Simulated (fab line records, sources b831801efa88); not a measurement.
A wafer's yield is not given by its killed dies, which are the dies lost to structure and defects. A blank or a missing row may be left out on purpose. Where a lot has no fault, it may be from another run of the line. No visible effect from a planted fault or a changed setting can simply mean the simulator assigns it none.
fab line records | flow sfqLine
[record] lots = 14 wafers = 42 lastDay = 86
route steps=325 shown M2@99
lots that met no fault: from a run of the same line without faults
startH: the number of hours between the record's first day and the start of the first shown wafer of the lot | waitH: how many hours have passed since the lot's step before this one | " unchanged from the row above | L1.1+2: several wafers, shown together as one row | - no value, or no start given | * or withheld: withheld | < > ~ a bound
route shown NAME@n: names a module that has steps shown in the file, with the first one's number in the route | usual: mean/standard deviation taken from wafers without a fault | same: alike in all rows | chamber/n: place in a boat | sites: per-site readings | _std_site: how widely they spread, as a standard deviation | _edge_site: mean of outer sites minus mean of inner sites | radiusMm: for every site, how far away it sits from the centre of the wafer | mask NAME#n: copy n | behind: the last tool/chamber to shape the wafer | hold: cause of the lot's hold/its duration in hours/its outcome | device: which transistor (n, p or np) failed to switch | end of line: tests run on the same wafers once the route is complete | a step with no rows: only its recipe | killed: count of dies lost to structure and defects at first sort (not the wafer's yield) | map: the dies of a wafer, with x for killed, . for not killed, _ for no die there
set.NAME: the setting the step ran with; set.NAME@STEP: the setting that earlier step ran with | model.NAME: the simulator's own value behind a step, which no gauge read
route steps across a sampled set of lots; one table per step, one row per wafer
services: a tool's chamber out of use, with start hour (startH, from the record's first day; less than 0 if before it), hours out, and reason
[[steps]]
[step SFQ_TRILAYER_M2_BARC_OPEN_METAL_ETCH_077]
[recipe] maskMaterial = PR chemistry = O2 targetDepthNm = 125 target = BARC icpW = 583.3 biasW = 80 pressureMtorr = 10 timeS = 41.7
[usual] biasW = 79.98/0.23 drypumpMotorCurrentA = 5.8/0.54 oesProductAu = 0.685/0.0043 runLengthS = 69.8/0.4
// columns lot.wafer tool chamber startH waitH biasW drypumpMotorCurrentA oesProductAu rfHoursCounterH runLengthS
L540.3 rieMetal-02 1 359.17 0.0 80.30 5.2 0.682 - 70.4
L540.4 " 0 " " 80.61 6.1 0.687 - 69.6
L540.6 " 1 " " 80.15 5.2 0.680 - 69.9
L542.3 rieMetal-01 1 418.56 0.0 80.37 6.2 0.685 - 68.9
L542.5 " 1 " " 80.27 6.2 0.684 - 69.4
L542.6 " 0 " " 79.30 5.3 0.684 - 69.9
L543.2 rieMetal-01 0 680.46 0.0 79.76 5.3 0.680 129 70.1
L543.3 " 0 " " 80.11 5.3 0.684 - 70.6
L543.4 " 1 " " 80.27 6.2 0.683 - 69.1
L547.1 rieMetal-02 1 751.38 0.0 79.56 5.2 0.666 109 72.2
L547.3 " 0 " " 80.25 6.1 0.687 - 69.5
L547.4 " 1 " " 79.83 5.2 0.669 - 72.5
L548.1 rieMetal-02 0 764.83 0.0 80.10 6.1 0.684 114 69.3
L548.2 " 1 " " 80.08 5.2 0.670 111 72.4
L548.3 " 0 " " 80.06 6.1 0.686 - 69.7
L551.1 rieMetal-03 1 823.88 0.0 80.14 6.1 0.683 51 69.8
L551.4 " 1 " " 80.10 6.1 0.681 - 69.7
L551.6 " 1 " " 79.86 6.1 0.672 - 69.7
L553.2 rieMetal-01 1 826.28 0.0 80.07 6.2 0.687 96 69.3
L553.4 " 0 " " 79.78 5.3 0.688 - 70.4
L553.5 " 0 " " 79.91 5.3 0.683 - 70.3
L556.1 rieMetal-01 1 833.48 0.0 79.99 6.2 0.682 97 69.3
L556.3 " 1 " " 79.90 6.2 0.687 - 69.0
L556.4 " 1 " " 80.07 6.2 0.685 - 69.1
L557.2 rieMetal-03 0 834.68 0.0 79.94 6.6 0.682 43 69.8
L557.3 " 0 " " 80.44 6.6 0.692 - 69.8
L557.4 " 1 " " 79.71 6.1 0.687 - 69.5
L558.2 rieMetal-02 1 959.22 0.0 80.10 5.2 0.693 - 70.0
L558.5 " 1 " " 79.99 5.2 0.674 - 69.9
L558.6 " 1 " " 79.63 5.2 0.681 - 69.9
L559.1 rieMetal-02 1 961.60 0.0 79.73 5.2 0.684 137 70.3
L559.3 " 1 " " 80.07 5.2 0.687 - 69.8
L559.4 " 1 " " 80.15 5.2 0.687 - 70.2
L560.1 rieMetal-03 1 964.00 0.0 80.52 6.1 0.691 71 69.7
L560.3 " 1 " " 80.27 6.1 0.681 - 69.5
L560.4 " 0 " " 79.74 6.6 0.685 - 69.7
L561.3 rieMetal-02 1 966.44 0.1 80.34 5.2 0.681 - 70.3
L561.5 " 1 " " 80.01 5.2 0.678 - 69.9
L561.6 " 1 " " 79.44 5.2 0.688 - 70.1
L562.4 rieMetal-01 1 969.27 0.5 79.83 6.2 0.683 - 69.5
L562.5 " 0 " " 79.98 5.3 0.692 - 70.2
L562.6 " 1 " " 79.79 6.2 0.689 - 69.1
[[services]]
// columns tool chamber startH hours kind
rieMetal-03 - 371.88 14.6 pm
rieMetal-03 - 431.72 1.2 repair
rieMetal-03 1 434.93 - clean
rieMetal-03 1 434.93 27.9 scheduledDown
rieMetal-03 1 434.93 27.9 ventCycle
rieMetal-03 - 574.20 1.4 repair
rieMetal-02 0 575.51 4.6 repair
rieMetal-02 0 592.82 10.0 repair
rieMetal-03 - 604.96 0.3 repair
rieMetal-01 1 616.85 12.0 repair
rieMetal-01 - 695.73 14.6 pm
rieMetal-01 - 776.70 0.8 repair
rieMetal-01 0 833.23 - clean
rieMetal-01 0 833.23 17.7 scheduledDown
rieMetal-01 0 833.23 17.7 ventCycle
rieMetal-03 0 863.06 8.7 repair
rieMetal-03 1 864.56 7.5 repair
rieMetal-02 0 886.28 3.5 repair
rieMetal-03 1 893.49 1.3 repair
rieMetal-02 - 898.73 28.1 pm
rieMetal-02 1 928.93 20.3 repair
rieMetal-02 0 959.05 - clean
rieMetal-02 0 959.05 20.9 scheduledDown
rieMetal-02 0 959.05 20.9 ventCycle
[[key]]
[firstSign] step = SFQ_TRILAYER_M2_BARC_OPEN_METAL_ETCH_077 reading = runLengthS direction = up sigmas = 6.4 usual = * struck = *
[effect] step = SFQ_TRILAYER_M2_BARC_OPEN_METAL_ETCH_077 reading = oesProductAu direction = down sigmas = 3.9 usual = 0.685 struck = 0.668
metAt SFQ_TRILAYER_M2_BARC_OPEN_METAL_ETCH_077
struckLots L547,L548
struckWafers L547.1,L547.4,L548.2
onsetBetween 359.17 751.38
[fault] kind = processParameterDrift tool = rieMetal-02 chamber = 1 onsetH = 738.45 steps = SFQ_TRILAYER_M2_BARC_OPEN_METAL_ETCH_077 channel = timeS offset = * shape = step endH = 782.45 actsIn = * stated = *
